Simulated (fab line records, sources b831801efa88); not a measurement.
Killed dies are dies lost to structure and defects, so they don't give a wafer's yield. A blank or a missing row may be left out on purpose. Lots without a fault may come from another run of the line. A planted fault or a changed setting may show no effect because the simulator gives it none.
Which tool did it? | flow gf180mcu | 6 lots, 18 wafers sampled, at 3 steps of a route of 602

WHAT THE GAUGES READ, wafer by wafer
GF_PSD_RS_MEAS_14: measures by four-point-probe.
lot  | measured     | on            | NSD_RS (ohm/sq)
L211 | day 14 16:44 | film_metro-04 | 46.21 46.20 46.22
L214 | day 15 17:20 | film_metro-01 | 46.22 46.42 46.32
L222 | day 18 15:22 | film_metro-04 | 48.32 48.36 48.32 48.37 48.45 48.39
L229 | day 21 07:52 | film_metro-04 | 45.96 45.95 46.06
L231 | day 21 16:08 | film_metro-04 | 46.07 46.09 46.10
L233 | day 22 10:11 | film_metro-01 | 46.18 46.24 46.21

WHICH TOOL RAN EACH LOT (tool, then ch and the chambers of the sampled wafers, then the start)
lot  | GF_NSD_IMPLANT_09               | GF_NSD_STRIP_11
L211 | implanter-04 ch 0, day 13 19:04 | plasma_asher-01 ch 0,1, day 13 19:20
L214 | implanter-04 ch 0, day 14 19:22 | plasma_asher-04 ch 0,1, day 14 19:39
L222 | implanter-03 ch 0, day 17 15:21 | plasma_asher-04 ch 0,1, day 17 15:39
L229 | implanter-04 ch 0, day 20 07:10 | plasma_asher-03 ch 0,1, day 20 07:28
L231 | implanter-01 ch 0, day 20 15:25 | plasma_asher-01 ch 0,1, day 20 15:43
L233 | implanter-01 ch 0, day 21 10:02 | plasma_asher-03 ch 0, day 21 10:19
- GF_NSD_IMPLANT_09
- GF_NSD_STRIP_11: strips in O2/N2.

THE ANSWER, worked out from the rows above alone
Rule: what is usual is taken from the lots themselves. Put in order of their means at a reading, lots are off if they are a third of the lots or fewer, leave a main group of 4 or more, and stand apart from it by a gap of 3 or more times the standard deviation of the main group's means; of several such gaps the widest counts. A main group whose means are all the same, to the digits that the tables above print for the reading, isn't used. A lot without any number at a reading at which 4 lots or more have one is off too. The other lots that the step has rows for count as sound.
Off: L222, at GF_PSD_RS_MEAS_14 (NSD_RS). The main group: mean 46.16 ohm/sq, standard deviation 0.11.
A tool fits if, at a process step before that reading, it ran every lot that is off, and no sound lot after the first of them. The gauges at GF_PSD_RS_MEAS_14 are tried like those tools. Can't be told from this: 2 tools fit, implanter-03 at GF_NSD_IMPLANT_09, plasma_asher-04 at GF_NSD_STRIP_11.

WHAT THE SIMULATOR HAD PUT IN
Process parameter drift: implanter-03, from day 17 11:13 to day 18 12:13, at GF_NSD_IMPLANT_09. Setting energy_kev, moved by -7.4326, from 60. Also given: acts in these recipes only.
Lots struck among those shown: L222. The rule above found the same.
